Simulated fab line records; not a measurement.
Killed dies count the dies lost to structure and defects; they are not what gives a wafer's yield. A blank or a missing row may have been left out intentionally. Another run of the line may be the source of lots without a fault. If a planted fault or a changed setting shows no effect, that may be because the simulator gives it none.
Which of the tools did it? :: flow sky130 :: 33 wafers from 11 lots sampled at 2 of the route's 708 steps

WHAT THE GAUGES READ, wafer by wafer
SKY_NWELL_RS_MEAS_29: uses a four-point probe to measure. Usual: for NWELL_RS the level is 624.7 ohm/sq and the standard deviation is 1.4.
lot: L211
measured: day 5 20:04
on: film metro-02
NWELL_RS (ohm/sq): 625.2 624.4 625.8
flag: 

lot: L212
measured: day 6 00:38
on: film metro-04
NWELL_RS (ohm/sq): 624.5 624.8 625.1
flag: 

lot: L214
measured: day 7 02:20
on: film metro-01
NWELL_RS (ohm/sq): 623.9 625.8 624.0
flag: 

lot: L218
measured: day 7 16:54
on: film metro-01
NWELL_RS (ohm/sq): 623.0 622.9 624.8
flag: 

lot: L220
measured: day 8 00:44
on: film metro-01
NWELL_RS (ohm/sq): 624.1 624.3 624.4
flag: 

lot: L221
measured: day 8 08:22
on: film metro-01
NWELL_RS (ohm/sq): 623.7 622.7 622.1
flag: 

lot: L227
measured: day 9 15:37
on: film metro-01
NWELL_RS (ohm/sq): 623.1 621.4 624.4
flag: 

lot: L228
measured: day 10 03:42
on: film metro-01
NWELL_RS (ohm/sq): 624.2 624.6 624.0
flag: 

lot: L229
measured: day 10 18:28
on: film metro-02
NWELL_RS (ohm/sq): 627.5 627.1 627.0
flag: 

lot: L232
measured: day 11 08:51
on: film metro-04
NWELL_RS (ohm/sq): 622.7 623.9 625.8
flag: 

lot: L231
measured: day 11 09:43
on: film metro-04
NWELL_RS (ohm/sq): 626.4 628.3 626.2
flag: 

EACH LOT AND THE TOOL THAT RAN IT (in order: tool; ch and the chambers of the sampled wafers; start)
lot: L211
SKY_NWELL_STRIP_25: plasma asher-03 ch 0,1, day 5 19:46

lot: L212
SKY_NWELL_STRIP_25: plasma asher-03 ch 0,1, day 6 00:19

lot: L214
SKY_NWELL_STRIP_25: plasma asher-04 ch 0,1, day 7 02:01

lot: L218
SKY_NWELL_STRIP_25: plasma asher-04 ch 0,1, day 7 16:35

lot: L220
SKY_NWELL_STRIP_25: plasma asher-02 ch 0,1, day 8 00:25

lot: L221
SKY_NWELL_STRIP_25: plasma asher-02 ch 0,1, day 8 08:03

lot: L227
SKY_NWELL_STRIP_25: plasma asher-04 ch 0,1, day 9 15:19

lot: L228
SKY_NWELL_STRIP_25: plasma asher-03 ch 0,1, day 10 03:23

lot: L229
SKY_NWELL_STRIP_25: plasma asher-02 ch 0,1, day 10 18:04

lot: L232
SKY_NWELL_STRIP_25: plasma asher-03 ch 0, day 11 08:28

lot: L231
SKY_NWELL_STRIP_25: plasma asher-02 ch 0,1, day 11 09:24
- SKY_NWELL_STRIP_25: strips in O2/N2.

AS READ BY THE TOOLS THEMSELVES (means over the sampled wafers that have a number; for cases with no such wafer, the mark the record gives instead)
SKY_NWELL_STRIP_25. Usual: drypump motor current A 5.6 A, standard deviation 0.34; o2 flow sccm 3000 sccm, standard deviation 7.9; oes product au 0.722 a.u., standard deviation 0.0044; strip time to endpoint s 36.91 s, standard deviation 0.083.
lot: L211
tool: plasma asher-03
drypump motor current A (A): 5.6
o2 flow sccm (sccm): 2997
oes product au (a.u.): 0.721
strip time to endpoint s (s): 36.95
flag: 

lot: L212
tool: plasma asher-03
drypump motor current A (A): 5.6
o2 flow sccm (sccm): 3000
oes product au (a.u.): 0.722
strip time to endpoint s (s): 36.86
flag: 

lot: L214
tool: plasma asher-04
drypump motor current A (A): 6.0
o2 flow sccm (sccm): 2996
oes product au (a.u.): 0.720
strip time to endpoint s (s): 36.98
flag: 

lot: L218
tool: plasma asher-04
drypump motor current A (A): 6.1
o2 flow sccm (sccm): 3006
oes product au (a.u.): 0.719
strip time to endpoint s (s): 36.84
flag: 

lot: L220
tool: plasma asher-02
drypump motor current A (A): 5.4
o2 flow sccm (sccm): 2993
oes product au (a.u.): 0.724
strip time to endpoint s (s): 36.89
flag: 

lot: L221
tool: plasma asher-02
drypump motor current A (A): 5.2
o2 flow sccm (sccm): 3002
oes product au (a.u.): 0.722
strip time to endpoint s (s): 36.81
flag: 

lot: L227
tool: plasma asher-04
drypump motor current A (A): 6.1
o2 flow sccm (sccm): 3002
oes product au (a.u.): 0.721
strip time to endpoint s (s): 36.79
flag: 

lot: L228
tool: plasma asher-03
drypump motor current A (A): 5.7
o2 flow sccm (sccm): 3001
oes product au (a.u.): 0.721
strip time to endpoint s (s): 36.80
flag: 

lot: L229
tool: plasma asher-02
drypump motor current A (A): 5.4
o2 flow sccm (sccm): 2997
oes product au (a.u.): 0.723
strip time to endpoint s (s): 36.87
flag: 

lot: L232
tool: plasma asher-03
drypump motor current A (A): 5.5
o2 flow sccm (sccm): 2991
oes product au (a.u.): 0.724
strip time to endpoint s (s): 36.95
flag: 

lot: L231
tool: plasma asher-02
drypump motor current A (A): 5.2
o2 flow sccm (sccm): 3003
oes product au (a.u.): 0.723
strip time to endpoint s (s): 36.91
flag: 

THE ANSWER, worked out from the rows above alone
Rule: a lot is off if the mean of its wafers that have a number lies more than 3 standard deviations from the usual mean. Also off: a lot with no number at a reading for which 4 or more lots have one. Any other lot the step has rows for is counted as sound. First the gauges in route order, then the tools' own readings, where a lot's mean is used as printed above. At the first step where some lot is off, the reading lying furthest off is the one used; lots without a number count as furthest.
Nothing can be told from this: no lot is off at any reading shown.

WHAT THE SIMULATOR PUT IN
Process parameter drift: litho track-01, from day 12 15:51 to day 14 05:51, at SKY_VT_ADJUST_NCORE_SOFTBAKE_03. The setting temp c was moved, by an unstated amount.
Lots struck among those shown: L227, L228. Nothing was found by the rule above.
